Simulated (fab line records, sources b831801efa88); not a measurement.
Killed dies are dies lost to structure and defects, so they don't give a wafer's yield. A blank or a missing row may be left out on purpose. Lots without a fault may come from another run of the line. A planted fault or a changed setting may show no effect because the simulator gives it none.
Which tool did it? | flow gf180mcu | 24 lots, 72 wafers sampled, at 2 steps of a route of 602

WHAT THE GAUGES READ, wafer by wafer
GF_V3_RS_MEAS_24: measures by four-point-probe.
lot  | measured     | on            | V3_W_RS (ohm/sq)
L074 | day 23 02:37 | film_metro-01 | 0.329 0.328 0.333
L075 | day 23 02:51 | film_metro-03 | 0.327 0.328 0.321
L076 | day 23 15:04 | film_metro-03 | 0.334 0.332 0.338
L077 | day 23 20:50 | film_metro-01 | 0.330 0.328 0.328
L078 | day 24 01:43 | film_metro-01 | 0.328 0.335 0.331
L079 | day 24 04:20 | film_metro-03 | 0.325 0.323 0.326
L080 | day 24 16:51 | film_metro-02 | 0.328 0.329 0.333
L081 | day 24 23:26 | film_metro-02 | 0.332 0.330 0.324
L082 | day 25 11:20 | film_metro-03 | 0.327 0.325 0.326
L083 | day 26 05:05 | film_metro-03 | 0.332 0.336 0.337
L084 | day 26 06:39 | film_metro-01 | 0.334 0.332 0.333
L085 | day 26 10:43 | film_metro-02 | 0.332 0.330 0.331
L086 | day 26 19:03 | film_metro-03 | 0.322 0.326 0.327
L087 | day 27 04:06 | film_metro-03 | 0.318 0.326 0.319
L088 | day 27 10:33 | film_metro-03 | 0.327 0.330 0.331
L089 | day 27 12:13 | film_metro-03 | 0.326 0.320 0.328
L090 | day 27 18:02 | film_metro-03 | 0.327 0.324 0.329
L091 | day 28 04:02 | film_metro-03 | 0.322 0.322 0.325
L092 | day 28 08:02 | film_metro-01 | 0.323 0.327 0.324
L093 | day 28 21:56 | film_metro-01 | 0.326 0.332 0.324
L094 | day 29 01:38 | film_metro-02 | 0.328 0.328 0.327
L095 | day 29 08:27 | film_metro-01 | 0.322 0.327 0.325
L096 | day 29 14:52 | film_metro-03 | 0.321 0.324 0.323
L097 | day 29 18:59 | film_metro-01 | 0.323 0.330 0.328

GF_M4_OVL_MEAS_15.
lot  | measured     | on         | M4_OVL (nm)
L074 | day 24 01:40 | overlay-02 | -7 -3 -5
L075 | day 24 02:00 | overlay-02 | -3 -8 -8
L076 | day 24 14:08 | overlay-01 | -9 -9 -10
L077 | day 24 19:42 | overlay-01 | -9 -12 -9
L078 | day 25 00:17 | overlay-01 | -4 0 -3
L079 | day 25 02:47 | overlay-02 | -2 -7 -1
L080 | day 25 15:29 | overlay-01 | 0 -2 -7
L081 | day 25 21:17 | overlay-02 | -9 -8 -7
L082 | day 26 08:41 | overlay-01 | -6 -13 -11
L083 | day 27 02:01 | overlay-01 | -2 -1 -8
L084 | day 27 03:42 | overlay-02 | 2 -2 -5
L085 | day 27 07:05 | overlay-01 | -3 -2 -2
L086 | day 27 15:29 | overlay-01 | -10 2 5
L087 | day 28 01:13 | overlay-02 | -3 2 -2
L088 | day 28 06:34 | overlay-02 | -2 -3 -6
L089 | day 28 09:35 | overlay-02 | -1 -2 4
L090 | day 28 15:05 | overlay-02 | -2 -7 -5
L091 | day 29 00:47 | overlay-02 | -2 -4 1
L092 | day 29 04:46 | overlay-02 | -7 -8 -4
L093 | day 29 17:13 | overlay-02 | -7 -3 0
L094 | day 29 21:35 | overlay-01 | -7 -7 -10
L095 | day 30 04:44 | overlay-02 | -3 0 0
L096 | day 30 10:24 | overlay-02 | 2 -4 -4
L097 | day 30 14:38 | overlay-01 | -4 -9 -14

WHICH TOOL RAN EACH LOT (tool, then ch and the chambers of the sampled wafers, then the start)
The record holds no process step before these readings.

WHAT THE TOOLS THEMSELVES READ (means of the sampled wafers that have a number; where no wafer has one, the mark that the record gives instead)
The record holds no such reading with a usual standard deviation.

THE ANSWER, worked out from the rows above alone
Rule: what is usual is taken from the lots themselves. Put in order of their means at a reading, lots are off if they are a third of the lots or fewer, leave a main group of 4 or more, and stand apart from it by a gap of 3 or more times the standard deviation of the main group's means; of several such gaps the widest counts. A main group whose means are all the same, to the digits that the tables above print for the reading, isn't used. A lot without any number at a reading at which 4 lots or more have one is off too. The other lots that the step has rows for count as sound. The gauges are gone through in route order, then the tools' own readings, and for those a lot's mean is taken as printed above. The first step at which some lot is off is used, and at that step the reading that is off furthest; a lot without a number counts as furthest.
No lot is off at any reading shown: from this, nothing can be told.

WHAT THE SIMULATOR HAD PUT IN
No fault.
